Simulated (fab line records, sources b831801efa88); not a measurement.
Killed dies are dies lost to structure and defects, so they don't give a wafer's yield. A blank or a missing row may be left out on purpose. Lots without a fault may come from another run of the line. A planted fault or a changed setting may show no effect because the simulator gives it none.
Which tool did it? | flow gf180mcu | 6 lots, 18 wafers sampled, at 2 steps of a route of 602

WHAT THE GAUGES READ, wafer by wafer
GF_DUAL_GATE_OVL_MEAS_11.
lot  | measured     | on         | DUAL_GATE_OVL (nm)
L462 | day 8 10:35  | overlay-01 | 0.5 0.7 -0.1
L464 | day 8 22:32  | overlay-02 | -0.5 -0.8 -2.3
L471 | day 11 17:32 | overlay-01 | -0.8 -1.8 0.2
L476 | day 13 00:32 | overlay-02 | - - -
L477 | day 13 11:08 | overlay-01 | 1.8 0.1 0.2
L483 | day 14 16:47 | overlay-02 | -2.7 -1.8 -2.9

WHICH TOOL RAN EACH LOT (tool, then ch and the chambers of the sampled wafers, then the start)
lot  | GF_DUAL_GATE_EXPOSE_08
L462 | iline_stepper-01 ch 0, day 8 02:35
L464 | iline_stepper-01 ch 0, day 8 14:53
L471 | iline_stepper-02 ch 0, day 11 08:16
L476 | iline_stepper-02 ch 0, day 12 15:05
L477 | iline_stepper-02 ch 0, day 13 01:20
L483 | iline_stepper-02 ch 0, day 14 07:05
- GF_DUAL_GATE_EXPOSE_08: exposes mask Dualgate, target cd 700 nm.

THE ANSWER, worked out from the rows above alone
Rule: what is usual is taken from the lots themselves. Put in order of their means at a reading, lots are off if they are a third of the lots or fewer, leave a main group of 4 or more, and stand apart from it by a gap of 3 or more times the standard deviation of the main group's means; of several such gaps the widest counts. A main group whose means are all the same, to the digits that the tables above print for the reading, isn't used. A lot without any number at a reading at which 4 lots or more have one is off too. The other lots that the step has rows for count as sound.
Off: L476, at GF_DUAL_GATE_OVL_MEAS_11 (DUAL_GATE_OVL). Without a number there: L476. The main group: mean -0.7 nm, standard deviation 1.1.
A tool fits if, at a process step before that reading, it ran every lot that is off, and no sound lot after the first of them. The gauges at GF_DUAL_GATE_OVL_MEAS_11 are tried like those tools. None of those tried fits.

WHAT THE SIMULATOR HAD PUT IN
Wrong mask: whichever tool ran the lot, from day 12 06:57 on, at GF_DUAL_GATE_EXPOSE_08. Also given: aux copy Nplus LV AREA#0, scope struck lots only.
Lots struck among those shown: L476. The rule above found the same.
